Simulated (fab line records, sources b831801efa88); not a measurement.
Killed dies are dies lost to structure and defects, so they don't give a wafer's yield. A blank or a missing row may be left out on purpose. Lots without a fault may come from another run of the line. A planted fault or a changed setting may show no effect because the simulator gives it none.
A struck lot beside a sound one | flow gf180mcu | 28 steps out of a route of 602
Sound: wafers L896.2, L896.5, L896.6. Struck: wafers L885.3, L885.5, L885.6. The cause comes at the end.
At each step with rows: each side's tool, then ch and its chambers, then its first start. Under that, the readings that differ: sound wafers | struck wafers | difference of the means | sigmas: that difference in standard deviations of wafers without a fault.
alike: readings whose means differ by less than 2 such deviations, and words and numbers that are the same on both sides. not compared: withheld readings, readings that some wafer has no value for, bounds like >300 that may hide the same value, and numbers for which the record gives no deviation and whose values overlap.
The two part at a step that has a row with sigmas, a row that says differs or no value, or rows on one side only. Numbers that don't overlap but have no deviation are shown without sigmas and don't part them. A reading that every wafer of one side lacks parts them only if that side has two wafers or more.

first, 8 steps without rows for these wafers: GF_M3_PEB_12 (peb time 90 s); GF_M3_DEVELOP_13 (develop time 60 s); GF_M3_METAL_ETCH_16 (etches the open film in Cl2/BCl3, stops on SiO2, target depth 750.8 nm, time 125.1 s); GF_M3_STRIP_17 (strips in O2/N2); GF_M3_STRIP_18 (strips in post etch residue remover, time 1200 s); GF_M3_CLEAN_19 (cleans in DIW); GF_V3_CVD_00 (deposits SiO2, target thk 600 nm, time 100 s); GF_V3_CVD_02 (deposits SiO2 from TEOS, target thk 850 nm, time 94.851 s).
GF_V3_CMP_04: polishes SiO2.
  sound on cmp-02 ch 0,2,3, day 27 14:23; struck on cmp-02 ch 0,1,2, day 24 06:15
  reading                             | sound             | struck            | difference | sigmas
  time_to_endpoint_s (s)              | 77 81 77          | 102 99 106        | +24        | +5
  model.SiO2_of_V3_CVD_02.thk_nm (nm) | 633.2 633.5 632.4 | 569.7 568.4 570.4 | -63.5      |
  alike: motor_current_A
then, 9 steps without rows for these wafers: GF_V3_DEHYDRATE_06 (time 60 s); GF_V3_HMDS_07 (prime time 60 s); GF_V3_COAT_08; GF_V3_COAT_09 (resist thk 1000 nm); GF_V3_SOFTBAKE_10 (time 60 s); GF_V3_EXPOSE_11 (exposes mask Via3, target cd 260 nm); GF_V3_PEB_12 (peb time 90 s); GF_V3_DEVELOP_13 (develop time 60 s); GF_V3_ETCH_16 (etches BARC in N2/H2).
GF_V3_ETCH_17: etches SiO2 in C4F8/O2/Ar, stops on TiN, target depth 635 nm.
  sound on rie_diel-04 ch 0,1; struck on rie_diel-04 ch 2,3
  reading                        | sound             | struck            | difference | sigmas
  oes_product_au (a.u.)          | 0.858 0.851 0.854 | 0.802 0.806 0.815 | -0.047     | -11
  model.V3.feature_depth_nm (nm) | 633.2 633.5 632.4 | 569.7 568.4 570.4 | -63.5      |
  model.etch.depth_nm (nm)       | 633.2 633.5 632.4 | 569.7 568.4 570.4 | -63.5      |
then, 6 steps without rows for these wafers: GF_V3_STRIP_18 (strips in O2/N2); GF_V3_STRIP_19 (strips in post etch residue remover, time 1200 s); GF_V3_CLEAN_20 (cleans in DIW); GF_V3_SPUTTER_21 (material Ti, target thk 15 nm, time 80.02 s); GF_V3_SPUTTER_22 (material TiN, target thk 10 nm, time 40 s); GF_V3_CVD_23 (deposits W, target thk 350 nm, time 104.9 s).
GF_V3_CMP_26: polishes, stops on SiO2, t overpolish 15 s, target thk 0 nm.
  sound on cmp-02 ch 1,2,3, day 28 11:55; struck on cmp-02 ch 1,2, day 25 05:55
  reading                             | sound             | struck            | difference | sigmas
  model.SiO2_of_V3_CVD_02.thk_nm (nm) | 629.4 629.7 628.6 | 565.9 564.7 566.6 | -63.5      |
  alike: motor_current_A
then, 1 step without rows for these wafers: GF_M4_SPUTTER_00 (material Ti, target thk 37.5 nm, time 150 s).
GF_PASSIVATION_PROBE_99:
  the record has rows for the sound wafers here (prober-02, day 34 00:55) and none for the struck ones

WHERE THEY PART
First at GF_V3_CMP_04; last, within this record, at GF_PASSIVATION_PROBE_99.

WHY: what the simulator had put in
Process parameter drift: cmp-02, from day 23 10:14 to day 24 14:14, at GF_V3_CMP_04. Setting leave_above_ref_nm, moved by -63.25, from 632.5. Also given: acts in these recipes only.
